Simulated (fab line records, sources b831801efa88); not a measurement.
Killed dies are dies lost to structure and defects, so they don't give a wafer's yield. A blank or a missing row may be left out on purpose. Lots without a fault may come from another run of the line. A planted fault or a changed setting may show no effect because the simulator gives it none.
Problem report in the 8D (eight disciplines) form, filled by code | flow gf180mcu | the parts of the form that need people (team, actions taken, sign-off) are left out

1. THE PROBLEM
MVPSD_RS at GF_VT_IMPLANT_RS_MEAS_49 reads a mean of 1148 ohm/sq on 6 wafers of 2 lots; wafers without a fault read 1169 ohm/sq with a standard deviation of 3.5. That is -6.1 standard deviations from the usual mean.
The step: measures by four-point-probe.
First seen on wafer L230.3, day 12 03:43, on film_metro-03. The record holds 36 wafers of 12 lots with a number at this step. Rule for "out", or "out of limits": more than 4 standard deviations from the usual mean. The other wafers with a number count as sound.

2. WHAT IT IS AND WHAT IT IS NOT
question                    | is                           | is not
which readings at this step | MVPSD_RS                     | -
which lots                  | L230, L231                   | L216, L219, L220, L221, L222, L223, L225, L236, L237, L238
which wafers of those lots  | all that have a number       | -
read on which gauges        | film_metro-03, film_metro-04 | film_metro-02
when                        | from day 12 03:43            | up to then (21 sound wafers); but 9 sound wafers of L236, L237, L238 came after

3. SUSPECTS, AND WHAT RULES EACH OUT
Counting: a tool at a process step up to the reading stays a suspect if it ran every lot that is out and no sound lot after the first of them.
- the gauge at GF_VT_IMPLANT_RS_MEAS_49: ruled out. The wafers that are out were read on 2 gauges (film_metro-03, film_metro-04).
- implanter-03 at GF_MVPSD_IMPLANT_08: kept. It ran every lot that is out, first L230 (day 9 03:32), and no sound lot after that; its last sound lot up to then is L223 (day 6 22:32). Its own readings are out on those wafers: dose_ions_cm2.
Left after counting: implanter-03 at GF_MVPSD_IMPLANT_08.

4. THE CAUSE (what the simulator had put in)
Process parameter drift: implanter-03, from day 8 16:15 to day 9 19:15, at GF_MVPSD_IMPLANT_08. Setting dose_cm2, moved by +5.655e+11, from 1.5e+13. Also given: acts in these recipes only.
Counting left only this tool.

5. THE CHAIN OF EFFECTS, in route order
Each row: a reading whose mean over the struck wafers that have a number lies more than 3 standard deviations from the usual. Only readings for which the record gives a usual standard deviation are gone through. hours: the time from each lot's start at the first step in this table that gives one to its start at this step, as a median over the lots. sigmas: the change in usual standard deviations.
hours | step                     | reading       | usual       | on struck wafers | change   | sigmas
0     | GF_MVPSD_IMPLANT_08      | dose_ions_cm2 | 1.5e+13     | 1.6e+13          | +5.7e+11 | +38
73    | GF_VT_IMPLANT_RS_MEAS_49 | MVPSD_RS      | 1169 ohm/sq | 1148             | -21      | -6.1
The process steps in it:
- GF_MVPSD_IMPLANT_08
Later measuring or inspecting steps at which every struck wafer that the step has a row for has a number for every such reading, and none has moved that far: GF_CONTACT_OVL_MEAS_15.

6. WHAT WOULD HAVE CAUGHT IT SOONER
In this record the first reading out of limits at a measuring or inspecting step was taken at day 12 03:43, 83 hours after the fault began at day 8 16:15.
The tool's own readings at GF_MVPSD_IMPLANT_08 were out on every struck wafer that the step has a row for (dose_ions_cm2): an alarm limit on them would have fired on the first of those.
All the lots that are out (2) had begun GF_MVPSD_IMPLANT_08 on implanter-03 by day 12 03:43. A hold on the tool at that time would have spared none of them.
